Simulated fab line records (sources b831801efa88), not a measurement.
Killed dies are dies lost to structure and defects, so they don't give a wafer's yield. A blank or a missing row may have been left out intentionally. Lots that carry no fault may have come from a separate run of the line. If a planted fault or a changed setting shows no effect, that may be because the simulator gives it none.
fab line records | flow sky130
record: lots: 13 wafers: 39 lastDay: 50
route steps=708 shown VT_ADJUST_HVTR@142 RES_PROTECT@215 LDD_HVN@271 LDD_HVP@288 POLY_CUT@316
lots with no fault: from the same line, run without faults
startH: hours from the record's opening day to when the first of the lot's shown wafers began | waitH: hours from the lot's prior step to this one | " identical to the entry in the row above | L1.1+2: a row that stands for several wafers | - either no value or no given start | * or withheld: withheld | < > ~ a bound
route shown NAME@n: names a module that has steps shown in the file, with the first one's number in the route | usual: average and standard deviation across the fault-free wafers | same: alike in all rows | chamber/n: place in a boat | sites: readings site by site | _std_site: how widely they spread, as a standard deviation | _edge_site: outer sites' mean less inner sites' | radiusMm: for every site, how far away it sits from the centre of the wafer | mask NAME#n: copy n | behind: the last tool/chamber to shape the wafer | hold: reason for holding the lot/hours on hold/outcome of the hold | device: names the non-switching transistor (n, p or np) | end of line: tests run on the same wafers once the route is complete | a step given without rows: its recipe and nothing more | killed: the dies lost at the first sort to structure and to defects; this is not the yield of the wafer | map: the dies of a wafer, with x for killed, . for not killed, _ for no die there
set.NAME: the setting as run; set.NAME@STEP: as run at that earlier step | model.NAME: the simulator's own value behind a step, which no gauge read
the route's steps for a sample of lots (tables are steps, rows are wafers)
services: when a tool's chamber went out of use (startH, in hours from the record's first day, below 0 if earlier), for how many hours, and the reason
== steps ==
step: SKY_VT_ADJUST_HVTR_TW_MEAS_11
usual: VT_ADJUST_HVTR_TW: 211.9/1.1
columns lot.wafer tool chamber startH waitH VT_ADJUST_HVTR_TW
L215.1 filmMetro-03 - 205.40 0.1 209.5
L215.2 " - " " 210.2
L215.4 " - " " 210.4
L216.2 filmMetro-02 - 216.76 0.1 212.6
L216.4 " - " " 212.8
L216.6 " - " " 212.3
L217.1 filmMetro-02 - 224.90 0.1 212.5
L217.4 " - " " 213.2
L217.6 " - " " 212.6
L219.1 filmMetro-01 - 244.05 0.1 213.6
L219.2 " - " " 212.4
L219.6 " - " " 212.4
L221.1 filmMetro-03 - 257.58 0.1 210.7
L221.2 " - " " 210.7
L221.5 " - " " 212.7
L223.2 filmMetro-01 - 267.53 0.1 212.1
L223.3 " - " " 213.0
L223.5 " - " " 212.6
L230.1 filmMetro-03 - 321.15 0.1 213.8
L230.2 " - " " 213.9
L230.3 " - " " 213.9
L231.1 filmMetro-03 - 326.78 0.1 213.2
L231.5 " - " " 214.2
L231.6 " - " " 213.5
L233.1 filmMetro-02 - 344.66 0.1 211.9
L233.3 " - " " 210.5
L233.6 " - " " 211.3
L234.1 filmMetro-02 - 350.63 0.1 212.0
L234.3 " - " " 212.6
L234.6 " - " " 210.3
L235.1 filmMetro-02 - 362.05 0.1 211.4
L235.4 " - " " 211.1
L235.5 " - " " 212.1
L236.1 filmMetro-03 - 368.16 0.1 212.8
L236.2 " - " " 212.6
L236.3 " - " " 211.6
L237.2 filmMetro-01 - 375.06 0.1 210.4
L237.4 " - " " 212.5
L237.6 " - " " 211.7
step: SKY_RES_PROTECT_TW_MEAS_08
usual: POLY_GATE_TW: 4043/24
columns lot.wafer tool chamber startH waitH POLY_GATE_TW
L215.1 filmMetro-03 - 343.44 0.1 4031
L215.2 " - " " 4049
L215.4 " - " " 4028
L216.2 filmMetro-04 - 353.85 0.1 3986
L216.4 " - " " 4003
L216.6 " - " " 3984
L217.1 filmMetro-01 - 361.97 0.1 4055
L217.4 " - " " 4028
L217.6 " - " " 4036
L219.1 filmMetro-01 - 387.64 0.1 4064
L219.2 " - " " 4040
L219.6 " - " " 4052
L221.1 filmMetro-04 - 404.12 0.1 4043
L221.2 " - " " 4044
L221.5 " - " " 4040
L223.2 filmMetro-03 - 414.98 0.1 4038
L223.3 " - " " 4040
L223.5 " - " " 4017
L230.1 filmMetro-04 - 478.07 0.1 4018
L230.2 " - " " 3995
L230.3 " - " " 4032
L231.1 filmMetro-03 - 484.42 0.1 4069
L231.5 " - " " 4094
L231.6 " - " " 4084
L233.1 filmMetro-03 - 509.09 0.1 4072
L233.3 " - " " 4080
L233.6 " - " " 4095
L234.1 filmMetro-03 - 515.14 0.1 4065
L234.3 " - " " 4052
L234.6 " - " " 4066
L235.1 filmMetro-01 - 525.87 0.1 4026
L235.4 " - " " 4033
L235.5 " - " " 4027
L236.1 filmMetro-03 - 531.34 0.1 4019
L236.2 " - " " 4026
L236.3 " - " " 4026
L237.2 filmMetro-01 - 540.78 0.1 4073
L237.4 " - " " 4086
L237.6 " - " " 4084
step: SKY_LDD_HVN_EXPOSE_04
recipe: maskId: HVNTM na: 0.6 sourceShape: conventional sigmaOuter: 0.6 polarization: unpolarized targetCdNm: 700 doseMj: 127
columns lot.wafer tool chamber startH waitH mask
L215.1+2+4 ilineStepper-02 0 454.74 - HVNTM#0
L216.2+4+6 ilineStepper-02 0 465.29 - HVNTM#0
L217.1+4+6 ilineStepper-02 0 475.19 - HVNTM#0
L219.1+2+6 ilineStepper-02 0 502.34 - HVNTM#0
L221.1+2+5 ilineStepper-01 0 519.72 - HVNTM#0
L223.2+3+5 ilineStepper-01 0 533.14 - HVPTM#0
L230.1+2+3 ilineStepper-01 0 590.22 - HVNTM#0
L231.1+5+6 ilineStepper-01 0 594.89 - HVNTM#0
L233.1+3+6 ilineStepper-02 0 616.99 - HVNTM#0
L234.1+3+6 ilineStepper-01 0 621.96 - HVNTM#0
L235.1+4+5 ilineStepper-02 0 633.57 - HVNTM#0
L236.1+2+3 ilineStepper-01 0 640.92 - HVNTM#0
L237.2+4+6 ilineStepper-01 0 649.31 - HVNTM#0
step: SKY_LDD_HVN_OVL_MEAS_07
usual: LDD_HVN_OVL: 0.3/1.3
columns lot.wafer tool chamber startH waitH LDD_HVN_OVL[nm]
L215.1 overlay-01 - 469.79 0.1 1.9
L215.2 " - " " 2.4
L215.4 " - " " 1.4
L216.2 overlay-01 - 480.45 0.1 0.2
L216.4 " - " " 1.6
L216.6 " - " " 0.8
L217.1 overlay-01 - 491.09 0.1 0.7
L217.4 " - " " 0.1
L217.6 " - " " 0.0
L219.1 overlay-01 - 517.62 0.1 -0.4
L219.2 " - " " 0.8
L219.6 " - " " 1.2
L221.1 overlay-01 - 533.72 0.1 1.2
L221.2 " - " " 0.7
L221.5 " - " " 1.5
L223.2 overlay-01 - 548.00 0.1 -
L223.3 " - " " -
L223.5 " - " " -
L230.1 overlay-01 - 604.19 0.1 -0.6
L230.2 " - " " 1.9
L230.3 " - " " -0.4
L231.1 overlay-01 - 608.94 0.1 -0.5
L231.5 " - " " 0.0
L231.6 " - " " 1.3
L233.1 overlay-02 - 631.02 0.1 1.3
L233.3 " - " " 2.0
L233.6 " - " " 1.3
L234.1 overlay-01 - 636.36 0.1 -1.1
L234.3 " - " " 0.8
L234.6 " - " " -1.1
L235.1 overlay-02 - 648.07 0.1 -0.8
L235.4 " - " " -2.8
L235.5 " - " " 1.4
L236.1 overlay-01 - 654.89 0.1 -0.1
L236.2 " - " " 2.2
L236.3 " - " " 1.0
L237.2 overlay-01 - 662.78 0.1 -0.9
L237.4 " - " " 1.0
L237.6 " - " " -1.5
step: SKY_LDD_HVN_TW_MEAS_10
usual: LDD_HVN_TW: 1444/6.6
columns lot.wafer tool chamber startH waitH LDD_HVN_TW
L215.1 filmMetro-01 - 470.08 0.1 1454
L215.2 " - " " 1451
L215.4 " - " " 1445
L216.2 filmMetro-04 - 480.74 0.1 1437
L216.4 " - " " 1441
L216.6 " - " " 1430
L217.1 filmMetro-04 - 491.38 0.1 1444
L217.4 " - " " 1450
L217.6 " - " " 1452
L219.1 filmMetro-01 - 517.91 0.1 1437
L219.2 " - " " 1442
L219.6 " - " " 1440
L221.1 filmMetro-01 - 534.01 0.1 1463
L221.2 " - " " 1454
L221.5 " - " " 1447
L223.2 filmMetro-01 - 548.29 0.1 31
L223.3 " - " " 30
L223.5 " - " " 31
L230.1 filmMetro-02 - 604.48 0.1 1443
L230.2 " - " " 1449
L230.3 " - " " 1440
L231.1 filmMetro-04 - 609.23 0.1 1444
L231.5 " - " " 1452
L231.6 " - " " 1437
L233.1 filmMetro-02 - 631.31 0.1 1442
L233.3 " - " " 1457
L233.6 " - " " 1446
L234.1 filmMetro-04 - 636.68 0.1 1443
L234.3 " - " " 1447
L234.6 " - " " 1442
L235.1 filmMetro-01 - 648.36 0.1 1450
L235.4 " - " " 1444
L235.5 " - " " 1459
L236.1 filmMetro-02 - 655.18 0.1 1448
L236.2 " - " " 1442
L236.3 " - " " 1437
L237.2 filmMetro-02 - 663.07 0.1 1437
L237.4 " - " " 1452
L237.6 " - " " 1445
step: SKY_LDD_HVP_TW_MEAS_10
usual: LDD_HVP_TW: 458.4/2
columns lot.wafer tool chamber startH waitH LDD_HVP_TW
L215.1 filmMetro-01 - 500.58 0.1 456.9
L215.2 " - " " 457.3
L215.4 " - " " 456.4
L216.2 filmMetro-04 - 511.70 0.1 455.9
L216.4 " - " " 456.0
L216.6 " - " " 457.0
L217.1 filmMetro-01 - 521.43 0.1 457.3
L217.4 " - " " 456.9
L217.6 " - " " 456.6
L219.1 filmMetro-03 - 547.61 0.1 458.9
L219.2 " - " " 458.0
L219.6 " - " " 454.2
L221.1 filmMetro-01 - 564.44 0.1 461.7
L221.2 " - " " 461.6
L221.5 " - " " 460.0
L223.2 filmMetro-03 - 577.84 0.1 1450.6
L223.3 " - " " 1449.5
L223.5 " - " " 1458.6
L230.1 filmMetro-03 - 633.41 0.1 458.5
L230.2 " - " " 459.4
L230.3 " - " " 460.0
L231.1 filmMetro-03 - 638.49 0.1 459.8
L231.5 " - " " 459.3
L231.6 " - " " 459.7
L233.1 filmMetro-03 - 659.99 0.1 457.2
L233.3 " - " " 456.8
L233.6 " - " " 458.4
L234.1 filmMetro-04 - 664.99 0.1 459.7
L234.3 " - " " 458.9
L234.6 " - " " 460.5
L235.1 filmMetro-04 - 676.44 0.1 456.5
L235.4 " - " " 458.1
L235.5 " - " " 457.2
L236.1 filmMetro-01 - 683.38 0.1 461.3
L236.2 " - " " 459.4
L236.3 " - " " 460.4
L237.2 filmMetro-01 - 692.04 0.1 461.5
L237.4 " - " " 460.5
L237.6 " - " " 460.9
step: SKY_POLY_CUT_OVL_MEAS_09
usual: POLY_CUT_OVL: 0/7.2
columns lot.wafer tool chamber startH waitH POLY_CUT_OVL[nm]
L215.1 overlay-01 - 561.64 0.1 6
L215.2 " - " " 8
L215.4 " - " " 3
L216.2 overlay-02 - 573.68 0.1 2
L216.4 " - " " -6
L216.6 " - " " -2
L217.1 overlay-01 - 584.09 0.1 -1
L217.4 " - " " 0
L217.6 " - " " -7
L219.1 overlay-01 - 609.87 0.1 9
L219.2 " - " " 9
L219.6 " - " " 11
L221.1 overlay-02 - 625.34 0.1 -2
L221.2 " - " " -5
L221.5 " - " " -1
L223.2 overlay-01 - 638.03 0.1 -2
L223.3 " - " " -7
L223.5 " - " " -2
L230.1 overlay-02 - 692.29 0.1 4
L230.2 " - " " 9
L230.3 " - " " 5
L231.1 overlay-02 - 701.21 0.1 -11
L231.5 " - " " 0
L231.6 " - " " -6
L233.1 overlay-02 - 718.59 0.1 9
L233.3 " - " " -3
L233.6 " - " " 6
L234.1 overlay-02 - 724.51 0.1 12
L234.3 " - " " 17
L234.6 " - " " 14
L235.1 overlay-02 - 734.57 0.1 -13
L235.4 " - " " -6
L235.5 " - " " -13
L236.1 overlay-01 - 741.74 0.1 3
L236.2 " - " " -9
L236.3 " - " " 4
L237.2 overlay-01 - 749.40 0.1 -18
L237.4 " - " " -12
L237.6 " - " " -14
== services ==
columns tool chamber startH hours kind
ilineStepper-01 - 435.22 1.7 pm
ilineStepper-01 0 462.59 - calibration
ilineStepper-02 0 618.96 - calibration
ilineStepper-01 - 630.77 0.7 repair
ilineStepper-01 - 642.76 6.3 repair
== key ==
firstSign: step: SKY_LDD_HVN_EXPOSE_04 reading: mask direction: changed
effect: step: SKY_LDD_HVN_OVL_MEAS_07 reading: LDD_HVN_OVL direction: missing
effect: step: SKY_LDD_HVN_TW_MEAS_10 reading: LDD_HVN_TW direction: down sigmas: 99+ usual: 1444 struck: 31
effect: step: SKY_LDD_HVP_TW_MEAS_10 reading: LDD_HVP_TW direction: up sigmas: 99+ usual: 458.4 struck: 1452.9
metAt SKY_LDD_HVN_EXPOSE_04
struckLots L223
sortLeftOut L223.2,L223.3,L223.5
testerLeftOut L223
notActingAt SKY_VT_ADJUST_HVTR_TW_MEAS_11,SKY_RES_PROTECT_TW_MEAS_08,SKY_POLY_CUT_OVL_MEAS_09
onsetBetween 519.72 533.14
fault: kind: wrongMask tool: any chamber: - onsetH: 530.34 steps: SKY_LDD_HVN_EXPOSE_04 auxCopy: HVPTM#0 scope: struckLotsOnly
testerLeftOut: of these lots the tester's yield and bins aren't shown, on N5 and GAA mostly nor the transistor test; their killed dies are dies lost to structure and defects alone, not to doping, threshold or leakage, so they don't give the yield
sortLeftOut: the simulated sort isn't trusted on such a fault, so these wafers' sort isn't shown, and their yield isn't known
